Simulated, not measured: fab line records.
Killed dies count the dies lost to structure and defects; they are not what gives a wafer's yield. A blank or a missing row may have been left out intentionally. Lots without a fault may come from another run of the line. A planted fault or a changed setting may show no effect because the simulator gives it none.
Which tool is to blame? + flow sky130 + 6 lots with 18 wafers sampled at 2 steps, on a route of 708 steps

WHAT THE GAUGES READ, wafer by wafer
SKY_NWELL_RS_MEAS_31: a four-point-probe measurement.
| lot  | measured     | on            | PWDE_RS (ohm/sq) |
|------|--------------|---------------|------------------|
| L406 | day 5 15:43  | film metro-04 | 5257 5252 5253   |
| L409 | day 6 09:32  | film metro-01 | 5277 5287 5270   |
| L412 | day 7 01:07  | film metro-02 | 5272 5263 5253   |
| L417 | day 8 06:40  | film metro-04 | 5268 5297 5285   |
| L422 | day 10 01:19 | film metro-02 | 5256 5230 5261   |
| L427 | day 10 23:49 | film metro-01 | 5338 5340 5333   |

WHICH TOOL RAN EACH LOT (tool, then ch and the chambers of the sampled wafers, then the start)
| lot  | SKY_PWDE_IMPLANT_08            |
|------|--------------------------------|
| L406 | implanter-02 ch 0, day 4 03:55 |
| L409 | implanter-03 ch 0, day 4 19:31 |
| L412 | implanter-03 ch 0, day 5 10:56 |
| L417 | implanter-01 ch 0, day 6 13:32 |
| L422 | implanter-03 ch 0, day 8 05:17 |
| L427 | implanter-02 ch 0, day 9 03:19 |
- SKY_PWDE_IMPLANT_08

THE ANSWER, worked out from the rows above alone
Rule: the lots themselves supply what counts as usual. Put in order of their means at a reading, lots are off if they are a third of the lots or fewer, leave a main group of 4 or more, and stand apart from it by a gap of 3 or more times the standard deviation of the main group's means; of several such gaps the widest counts. The tables above print the reading to a certain number of digits; a main group whose means all agree to those digits is not used. Also off: a lot with no number at a reading for which 4 or more lots have one. The other lots that the step has rows for count as sound.
Off: L427, at SKY_NWELL_RS_MEAS_31 (PWDE_RS). Main group: mean 5265 ohm/sq, sd 13.
A tool fits if, at a process step before that reading, it ran every lot that is off, and no sound lot after the first of them. Gauges at SKY_NWELL_RS_MEAS_31: tried the same way as those tools. 2 tools fit, implanter-02 at SKY_PWDE_IMPLANT_08 and film metro-01 at SKY_NWELL_RS_MEAS_31, so this cannot tell which one it is.

WHAT WAS PUT IN BY THE SIMULATOR
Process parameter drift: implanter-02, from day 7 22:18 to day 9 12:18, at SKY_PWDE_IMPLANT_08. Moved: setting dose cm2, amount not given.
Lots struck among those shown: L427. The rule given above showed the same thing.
